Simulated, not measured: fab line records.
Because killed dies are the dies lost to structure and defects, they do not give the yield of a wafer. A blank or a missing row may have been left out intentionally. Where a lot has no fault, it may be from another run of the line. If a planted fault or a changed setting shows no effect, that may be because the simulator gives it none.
Comparing a struck lot with a sound one    flow gf180mcu    18 out of 602 route steps
Sound: these wafers, L599.2, L599.3, L599.4. Struck: wafers L602.1, L602.2, L602.4. Last of all comes the cause.
At each step with rows: each side's tool, then ch and its chambers, then its first start. Under that, the readings that differ: sound wafers    struck wafers    difference of the means    sigmas: that difference in standard deviations of wafers without a fault.
alike: readings with means less than 2 such deviations apart, plus words and numbers identical on both sides. not compared: withheld readings, readings lacking a value on some wafer, bounds such as >300 that could conceal the same value, and numbers that have no deviation in the record and whose values overlap.
A row with sigmas, a row that says differs or no value, or rows on one side alone: a step with any of these is where the two part. Non-overlapping numbers with no deviation appear without sigmas and do not part them. A reading missing from all wafers of one side parts the sides only when that side holds two or more wafers.

first, 1 step without rows for these wafers: GF_POLY_GATE_CVD_00 (deposits poly-Si, target thk 200 nm, time 1200 s).
GF_POLY_GATE_THK_MEAS_01:
  struck on filmMetro-03, day 12 04:38; sound on filmMetro-02, day 11 00:21
reading                    sound              struck             difference  sigmas
POLY_GATE_CVD_00_THK (nm)  195.2 194.7 194.8  199.2 200.4 199.4  +4.8        +2
then, 4 steps without rows for these wafers: GF_POLY_GATE_DEHYDRATE_02 (time 60 s); GF_POLY_GATE_HMDS_03 (prime time 60 s); GF_POLY_GATE_COAT_04; GF_POLY_GATE_COAT_05 (resist thk 700 nm).
GF_POLY_GATE_SOFTBAKE_06: time 61.87 s.
  sound on lithoTrack-01 ch 0; struck on lithoTrack-01 ch 0
  alike: plateSensorTCentreC, plateSensorTEdgeC
then, 3 steps without rows for these wafers: GF_POLY_GATE_EXPOSE_07 (exposes mask Poly2, target cd 280 nm); GF_POLY_GATE_PEB_08 (peb time 90 s); GF_POLY_GATE_DEVELOP_09 (develop time 60 s).
GF_POLY_GATE_CD_MEAS_10 targets a cd of 280 nm.
  struck on cdSem-02, day 12 23:29; sound on cdSem-01, day 11 18:22
reading    sound              struck             difference  sigmas
cdNm (nm)  278.9 278.1 280.1  281.2 283.1 281.6  +2.9        +3
GF_POLY_GATE_OVL_MEAS_11:
  struck on overlay-02, day 12 23:37; sound on overlay-01, day 11 18:28
reading             sound    struck  difference  sigmas
POLY_GATE_OVL (nm)  0 -4 -6  13 5 2  +10         +2
GF_POLY_GATE_ETCH_12: etches BARC in N2/H2.
  sound on rieDiel-01 ch 0,2,3, day 11 18:29; struck on rieDiel-03 ch 0,2,3, day 12 23:38
  no value came back on the struck wafers for any of 5 readings (biasW (W), chamberPressureMTorr (mTorr) and others); on the sound wafers biasW (W) reads 100.21 99.91 100.29
GF_POLY_GATE_ETCH_13: etches poly-Si in HBr/Cl2, stops on SiO2, target depth 198.5 nm, time 69.6 s.
  sound on rieSi-01 ch 0,1,3, day 11 18:32; struck on rieSi-01 ch 0,3, day 12 23:41
reading              sound              struck             difference  sigmas
oesProductAu (a.u.)  0.972 0.994 0.979  0.275 0.273 0.274  -0.708      -92
  alike: HBr_flow_sccm, biasW, drypumpMotorCurrentA, throttleValvePct
  not compared: rfHoursCounterH
GF_POLY_GATE_STRIP_14: strips in O2/N2.
  sound on plasmaAsher-03 ch 0,1, day 11 18:36; struck on plasmaAsher-02 ch 0,1, day 12 23:45
reading              sound              struck             difference  sigmas
oesProductAu (a.u.)  0.506 0.511 0.507  0.538 0.528 0.531  +0.024      +5
  alike: drypumpMotorCurrentA, heaterPowerW
  not compared: rfHoursCounterH
then, 2 steps without rows for these wafers: GF_POLY_GATE_CLEAN_15 (cleans in SC1/SC2, time 150 s); GF_POLY_GATE_OXIDATION_16 (stabilise 600 s, purge 300 s, target thk 4 nm).
GF_POLY_GATE_CD_MEAS_18:
  struck on cdSem-01, day 13 02:50; sound on cdSem-01, day 11 20:15
reading    sound              struck  difference                     sigmas
cdNm (nm)  276.3 277.0 280.3  - - -   no value on the struck wafers  

## WHERE THEY PART
Last at GF_POLY_GATE_CD_MEAS_18 as far as this record goes, first at GF_POLY_GATE_THK_MEAS_01.

WHY: the cause the simulator had injected
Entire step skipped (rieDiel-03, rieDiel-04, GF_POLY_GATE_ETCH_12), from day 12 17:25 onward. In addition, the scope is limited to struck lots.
